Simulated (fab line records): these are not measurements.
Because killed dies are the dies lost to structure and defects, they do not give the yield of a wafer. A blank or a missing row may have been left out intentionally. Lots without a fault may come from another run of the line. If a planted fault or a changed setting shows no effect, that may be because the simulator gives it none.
Which tool is to blame? + flow sky130 + Sampling: 14 lots, 41 wafers, 2 of 708 route steps

== WHAT THE GAUGES READ, wafer by wafer ==
The record holds no reading of a measuring or inspecting step that can be judged against a usual standard deviation.

== WHAT TOOL EACH LOT RAN ON (gives the tool, then ch and the chambers of the sampled wafers, and finally the start) ==
| lot  | SKY_VIA2_CMP_24               | SKY_PAD_OPEN_PROBE_99   |
|------|-------------------------------|-------------------------|
| L266 | cmp-02 ch 1,2,3, day 36 21:55 | -                       |
| L265 | cmp-02 ch 0,3, day 37 06:53   | -                       |
| L267 | cmp-02 ch 1,2,3, day 37 07:50 | -                       |
| L268 | cmp-01 ch 0,3, day 37 16:16   | -                       |
| L269 | cmp-01 ch 0,1,2, day 38 05:07 | -                       |
| L271 | cmp-01 ch 0,1,2, day 39 01:49 | -                       |
| L270 | cmp-01 ch 1,2, day 39 04:05   | -                       |
| L272 | cmp-02 ch 1,2,3, day 39 10:18 | -                       |
| L273 | cmp-02 ch 1,2, day 39 14:13   | -                       |
| L274 | cmp-02 ch 1,2,3, day 39 17:47 | -                       |
| L275 | cmp-02 ch 1,3, day 39 21:07   | -                       |
| L276 | cmp-02 ch 1,3, day 40 09:28   | -                       |
| L280 | cmp-02 ch 2,3, day 41 08:05   | prober-01, day 49 18:44 |
| L281 | cmp-02 ch 0,1,2, day 42 00:23 | prober-02, day 50 06:40 |
- SKY_VIA2_CMP_24: polishes, stops on SiO2, t overpolish 20 s, target thk 0 nm.
- SKY_PAD_OPEN_PROBE_99

== WHAT THE TOOLS THEMSELVES READ (means of the sampled wafers that have a number; where no wafer has one, the mark that the record gives instead) ==
SKY_VIA2_CMP_24. Usual: motor current A 11.2 A, standard deviation 0.75; overpolish run s 20.001 s, standard deviation 0.0084; platen rpm 60.01 rpm, standard deviation 0.035; time to endpoint s 102 s, standard deviation 4.
| lot  | tool   | motor current A (A) | overpolish run s (s) | platen rpm (rpm) | time to endpoint s (s) | flag |
|------|--------|---------------------|----------------------|------------------|------------------------|------|
| L266 | cmp-02 | 11.4                | 19.999               | 60.00            | 101                    |      |
| L265 | cmp-02 | 12.0                | 19.999               | 60.01            | 102                    |      |
| L267 | cmp-02 | 11.5                | 19.999               | 60.00            | 100                    |      |
| L268 | cmp-01 | 10.9                | 19.991               | 60.02            | 104                    |      |
| L269 | cmp-01 | 11.1                | 19.995               | 59.99            | 99                     |      |
| L271 | cmp-01 | 11.0                | 19.999               | 60.03            | 101                    |      |
| L270 | cmp-01 | 11.3                | 20.005               | 60.02            | 97                     |      |
| L272 | cmp-02 | 11.2                | 20.002               | 59.99            | 99                     |      |
| L273 | cmp-02 | 10.7                | 20.006               | 60.00            | 101                    |      |
| L274 | cmp-02 | 11.4                | 20.008               | 59.98            | 98                     |      |
| L275 | cmp-02 | 10.8                | 20.007               | 60.02            | 100                    |      |
| L276 | cmp-02 | 11.8                | 19.999               | 59.99            | 97                     |      |
| L280 | cmp-02 | 11.3                | 19.995               | 60.02            | 98                     |      |
| L281 | cmp-02 | 11.2                | 20.003               | 60.02            | 102                    |      |

SKY_PAD_OPEN_PROBE_99. Usual: defect limited yield 82.5 %, standard deviation 2; killed_at_M0_to_M3 44, standard deviation 7; killed_at_M4_up 3.0, standard deviation 1.7; killed at contacts 24, standard deviation 5.2; killed at front end 15, standard deviation 4.8; killed at other 0.2, standard deviation 0.56; killed dies 86, standard deviation 9.7; killed on rim 17, standard deviation 4.1; killed open 47, standard deviation 7.1; killed short 39, standard deviation 6.3; sort_bin_3_pad_short 0.9 %, standard deviation 0.4; sort_bin_5_function 10.3 %, standard deviation 1.6; sort_bin_6_memory 6.3 %, standard deviation 1.2; sort n pass 406, standard deviation 9.7; sort yield pct 82.5 %, standard deviation 2.
| lot  | tool      | defect limited yield (%) | killed_at_M0_to_M3 | killed_at_M4_up | killed at contacts | killed at front end | killed at other | killed dies | killed on rim | killed open | killed short | sort_bin_3_pad_short (%) | sort_bin_5_function (%) | sort_bin_6_memory (%) | sort n pass | sort yield pct (%) | flag |
|------|-----------|--------------------------|--------------------|-----------------|--------------------|---------------------|-----------------|-------------|---------------|-------------|--------------|--------------------------|-------------------------|-----------------------|-------------|--------------------|------|
| L280 | prober-01 | 65.5                     | 136                | 2.5             | 20                 | 12                  | 0.0             | 170         | 31            | 38          | 36           | 1.7                      | 20.6                    | 12.1                  | 322         | 65.5               | OFF  |
| L281 | prober-02 | 70.1                     | 108                | 3.0             | 23                 | 13                  | 0.3             | 147         | 24            | 42          | 39           | 1.7                      | 18.2                    | 10.0                  | 345         | 70.1               | OFF  |

== THE ANSWER, worked out from the rows above alone ==
Rule: lot off if the mean of its wafers having a number is beyond 3 standard deviations from the usual mean. Also off: a lot with no number at a reading for which 4 or more lots have one. Where the step has rows for the other lots, those lots are counted as sound. First the gauges in route order, then the tools' own readings, where a lot's mean is used as printed above. At the first step where some lot is off, the reading lying furthest off is the one used; lots without a number count as furthest.
Off at SKY_PAD_OPEN_PROBE_99 (killed_at_M0_to_M3): L280, L281. Neither off nor sound, because the step has no rows for them: L266, L265, L267, L268, L269, L271, L270, L272, L273, L274, L275, L276.
A tool fits if, at that step or a process step before it, it ran every lot that is off, and no sound lot after the first of them. One candidate fits, namely cmp-02 at SKY_VIA2_CMP_24. It ran no sound lot before its first lot that is off in this sample, so the start can't be narrowed down.

== WHAT HAD BEEN PUT IN BY THE SIMULATOR ==
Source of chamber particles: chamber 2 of cmp-02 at SKY_VIA2_CMP_24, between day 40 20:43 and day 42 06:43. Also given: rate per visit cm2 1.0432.
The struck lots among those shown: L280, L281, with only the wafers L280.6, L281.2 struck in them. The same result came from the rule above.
